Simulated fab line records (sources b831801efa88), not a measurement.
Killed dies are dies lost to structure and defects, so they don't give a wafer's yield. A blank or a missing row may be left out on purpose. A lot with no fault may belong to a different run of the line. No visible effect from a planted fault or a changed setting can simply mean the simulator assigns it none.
Comparing a struck lot with a sound one -- flow sky130 -- 14 out of 708 route steps
Sound: wafers L541.1, L541.3, L541.5. Wafers struck: L534.1, L534.2, L534.5. The cause comes at the end.
Per side, at each step with rows, come the tool, then ch with its chambers, and then its first start. Under that, the readings that differ: sound wafers -- struck wafers -- difference of the means -- sigmas: that difference in standard deviations of wafers without a fault.
alike: same words and numbers on both sides, and readings whose means sit less than 2 such deviations apart. not compared: any withheld reading, any reading some wafer has no value for, any bound like >300 that may hide the same value, and any number with overlapping values for which the record gives no deviation.
A row with sigmas, a row that says differs or no value, or rows on one side alone: a step with any of these is where the two part. Numbers that have no deviation but don't overlap get no sigmas and don't part them. A reading missing from all wafers of one side parts the sides only when that side holds two or more wafers.

SKY_METAL4_SPUTTER_02: material AlCu, target thk 735 nm, time 39.1 s.
  sound: pvdSputter-01 at day 44 23:52; struck: pvdSputter-01 at day 43 03:17
  alike: throttleValvePct
SKY_METAL4_SPUTTER_03: material Ti, target thk 5 nm, time 3.3 s.
  sound: pvdSputter-01 at day 44 23:54; struck: pvdSputter-01 at day 43 03:19
  alike: throttleValvePct
SKY_METAL4_SPUTTER_04: material TiN, target thk 70 nm, time 58.3 s.
  sound: pvdSputter-01 at day 44 23:55; struck: pvdSputter-01 at day 43 03:20
  alike: throttleValvePct
SKY_CAP2M_CVD_00: deposits SiO2, target thk 15.5 nm.
  sound on pecvd-02 ch 0,1,2, day 44 23:58; struck on pecvd-04 ch 0,1, day 43 03:23
  alike: heaterPowerW
SKY_CAP2M_THK_MEAS_01:
  sound: filmMetro-01 at day 44 23:59; struck: filmMetro-01 at day 43 03:25
  alike: CAP2M_CVD_00_THK
SKY_CAP2M_SPUTTER_02: material TiN, target thk 200 nm, time 166.7 s.
  sound: pvdSputter-04 at day 45 00:03; struck: pvdSputter-02 at day 43 03:28
  alike: throttleValvePct
SKY_CAP2M_RS_MEAS_03: the measuring method here is four-point-probe.
  sound: filmMetro-04 at day 45 00:10; struck: filmMetro-03 at day 43 03:34
  alike: CAP2M_TIN_RS
SKY_CAP2M_THK_MEAS_04: measures by xrf.
  sound: filmMetro-04 at day 45 00:17; struck: filmMetro-03 at day 43 03:41
  alike: CAP2M_TIN_THK
then, 4 steps without rows for these wafers: SKY_CAP2M_DEHYDRATE_05 (time 60 s); SKY_CAP2M_HMDS_06 (prime time 60 s); SKY_CAP2M_COAT_07 (resist thk 1140 nm); SKY_CAP2M_SOFTBAKE_08 (time 60 s).
SKY_CAP2M_EXPOSE_09: exposes mask CAP2M, target cd 1000 nm.
  sound on ilineStepper-01 ch 0, day 45 11:36; struck on ilineStepper-01, day 43 15:04
  no value came back on the struck wafers for exposureDoseMJCm2, focusOffsetNm (nm), na; on the sound wafers exposureDoseMJCm2 reads 159.14 158.99 159.04
  alike: mask
following that, these wafers have no rows for 1 step: SKY_CAP2M_PEB_10.

WHERE THEY PART
SKY_CAP2M_EXPOSE_09 only, going by this record.

WHY: what had been put in by the simulator
Skipped step whole: ilineStepper-01, from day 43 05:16 on, at SKY_CAP2M_EXPOSE_09. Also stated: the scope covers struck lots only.
